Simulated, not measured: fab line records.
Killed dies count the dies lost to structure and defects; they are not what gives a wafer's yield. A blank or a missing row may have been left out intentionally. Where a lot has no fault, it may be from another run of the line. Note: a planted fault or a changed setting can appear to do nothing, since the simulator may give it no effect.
Which tool did it? + flow sky130 + 14 lots with 42 wafers sampled at 4 steps, on a route of 708 steps

WHAT EACH GAUGE READ, for each wafer
SKY_VT_ADJUST_PCH_OVL_MEAS_07.
| lot  | measured     | on         | VT_ADJUST_PCH_OVL (nm) |
|------|--------------|------------|------------------------|
| L767 | day 10 06:52 | overlay-02 | -0.7 -1.8 -0.4         |
| L768 | day 10 13:48 | overlay-01 | -1.7 -1.0 0.8          |
| L770 | day 11 08:05 | overlay-01 | 1.4 1.4 2.2            |
| L779 | day 14 02:51 | overlay-01 | -1.1 -1.0 -2.9         |
| L780 | day 14 13:26 | overlay-01 | -4.0 -2.3 -3.1         |
| L781 | day 15 01:37 | overlay-02 | -0.2 0.0 -0.4          |
| L783 | day 15 20:50 | overlay-02 | 0.2 -0.3 0.2           |
| L784 | day 16 05:44 | overlay-02 | -0.2 -1.4 0.1          |
| L785 | day 16 14:23 | overlay-01 | -0.1 -1.6 -1.7         |
| L786 | day 16 20:05 | overlay-02 | 0.0 0.5 -0.1           |
| L787 | day 17 00:22 | overlay-02 | -1.4 -0.8 -1.9         |
| L788 | day 17 06:20 | overlay-02 | -2.2 -2.0 -1.3         |
| L790 | day 17 15:14 | overlay-02 | -2.8 -1.5 -2.2         |
| L789 | day 17 19:32 | overlay-01 | -0.3 0.3 0.2           |

SKY_SONOS_TUNNEL_TW_MEAS_12.
| lot  | measured     | on            | SONOS_TUNNEL_TW   |
|------|--------------|---------------|-------------------|
| L767 | day 11 06:26 | film-metro-02 | 199.4 199.6 201.7 |
| L768 | day 11 12:46 | film-metro-04 | 194.6 195.6 194.8 |
| L770 | day 12 08:58 | film-metro-01 | 195.1 195.4 195.2 |
| L779 | day 15 05:19 | film-metro-01 | 29.5 29.7 29.6    |
| L780 | day 15 16:17 | film-metro-02 | 30.1 30.2 30.3    |
| L781 | day 16 05:58 | film-metro-04 | 195.5 196.6 195.5 |
| L783 | day 17 01:31 | film-metro-01 | 194.2 194.9 195.1 |
| L784 | day 17 11:11 | film-metro-04 | 196.0 196.7 197.4 |
| L785 | day 17 20:18 | film-metro-04 | 197.3 197.8 197.0 |
| L786 | day 18 02:13 | film-metro-02 | 198.0 197.9 198.3 |
| L787 | day 18 06:16 | film-metro-02 | 198.5 198.6 198.3 |
| L788 | day 18 12:31 | film-metro-01 | 197.1 196.1 196.8 |
| L790 | day 18 21:38 | film-metro-01 | 195.2 195.6 196.0 |
| L789 | day 19 02:34 | film-metro-01 | 195.6 195.2 194.2 |

SKY_POLY_GATE_THK_MEAS_04.
| lot  | measured     | on            | POLY_GATE_CVD_03_THK (nm) |
|------|--------------|---------------|---------------------------|
| L767 | day 15 00:02 | film-metro-03 | 74.6 74.7 74.7            |
| L768 | day 15 05:41 | film-metro-02 | 74.7 75.5 74.8            |
| L770 | day 16 05:32 | film-metro-01 | 76.4 75.5 76.3            |
| L781 | day 20 14:25 | film-metro-02 | 74.4 73.9 73.9            |
| L783 | day 21 11:22 | film-metro-03 | 74.4 74.0 74.3            |
| L784 | day 21 23:31 | film-metro-01 | 75.0 74.6 75.0            |
| L785 | day 22 04:53 | film-metro-03 | 74.9 74.7 75.2            |
| L786 | day 22 12:16 | film-metro-03 | 75.3 75.3 75.2            |
| L787 | day 22 13:37 | film-metro-03 | 75.0 75.5 75.1            |
| L788 | day 22 22:43 | film-metro-03 | 76.1 75.9 75.8            |
| L790 | day 23 04:14 | film-metro-01 | 74.9 75.2 75.4            |
| L789 | day 23 12:13 | film-metro-01 | 75.1 74.9 75.0            |

TOOL THAT RAN EACH LOT (tool first, then ch and the chambers of the sampled wafers, then the start)
| lot  | SKY_SONOS_TUNNEL_IMPLANT_09     |
|------|---------------------------------|
| L767 | implanter-02 ch 0, day 11 06:02 |
| L768 | implanter-03 ch 0, day 11 12:16 |
| L770 | implanter-03 ch 0, day 12 08:35 |
| L779 | implanter-03, day 15 04:55      |
| L780 | implanter-02, day 15 15:54      |
| L781 | implanter-04 ch 0, day 16 05:32 |
| L783 | implanter-04 ch 0, day 17 01:08 |
| L784 | implanter-02 ch 0, day 17 10:47 |
| L785 | implanter-02 ch 0, day 17 19:55 |
| L786 | implanter-03 ch 0, day 18 01:49 |
| L787 | implanter-02 ch 0, day 18 05:45 |
| L788 | implanter-03 ch 0, day 18 12:07 |
| L790 | implanter-02 ch 0, day 18 21:12 |
| L789 | implanter-02 ch 0, day 19 01:57 |
- SKY_SONOS_TUNNEL_IMPLANT_09

WHAT THE TOOLS THEMSELVES READ (means of the sampled wafers that have a number; where no wafer has one, the mark that the record gives instead)
SKY_SONOS_TUNNEL_IMPLANT_09.
| lot  | tool         | beam-energy-keV | beam-on-s (s) |
|------|--------------|-----------------|---------------|
| L767 | implanter-02 | 19.999          | 10.03         |
| L768 | implanter-03 | 19.997          | 10.08         |
| L770 | implanter-03 | 20.004          | 10.16         |
| L779 | implanter-03 | -               | -             |
| L780 | implanter-02 | -               | -             |
| L781 | implanter-04 | 19.992          | 10.07         |
| L783 | implanter-04 | 19.997          | 10.11         |
| L784 | implanter-02 | 20.006          | 10.12         |
| L785 | implanter-02 | 19.994          | 9.93          |
| L786 | implanter-03 | 20.000          | 9.92          |
| L787 | implanter-02 | 20.000          | 10.00         |
| L788 | implanter-03 | 19.996          | 9.85          |
| L790 | implanter-02 | 19.994          | 9.93          |
| L789 | implanter-02 | 19.996          | 10.20         |

THE ANSWER, worked out from the rows above alone
Rule: what is usual is taken from the lots themselves. The widest of any qualifying gaps counts: lots, ordered by their means at a reading, are off when they make up no more than a third of the lots, leave a main group of 4 or more, and stand apart from it by 3 or more times the standard deviation of that group's means. A main group whose means are all the same, to the digits that the tables above print for the reading, isn't used. A lot without any number at a reading at which 4 lots or more have one is off too. Where the step has rows for the other lots, those lots are counted as sound. Order of review: gauges by route order, followed by the tools' own readings, for which a lot's mean as printed above is used. The first step at which some lot is off is used, and at that step the reading that is off furthest; a lot without a number counts as furthest.
Off: L779, L780, seen at SKY_SONOS_TUNNEL_TW_MEAS_12 (SONOS_TUNNEL_TW). Mean 196.6 and standard deviation 1.6 in the main group.
If a tool, at a process step before that reading, ran all the lots that are off and no sound lot after the first of them, it fits. The gauges at SKY_SONOS_TUNNEL_TW_MEAS_12 aren't tried: what is off there is off at SKY_SONOS_TUNNEL_IMPLANT_09 too, on other tools, and a gauge's error can't cause that. None of those tried fits.

WHAT THE SIMULATOR HAD INSERTED
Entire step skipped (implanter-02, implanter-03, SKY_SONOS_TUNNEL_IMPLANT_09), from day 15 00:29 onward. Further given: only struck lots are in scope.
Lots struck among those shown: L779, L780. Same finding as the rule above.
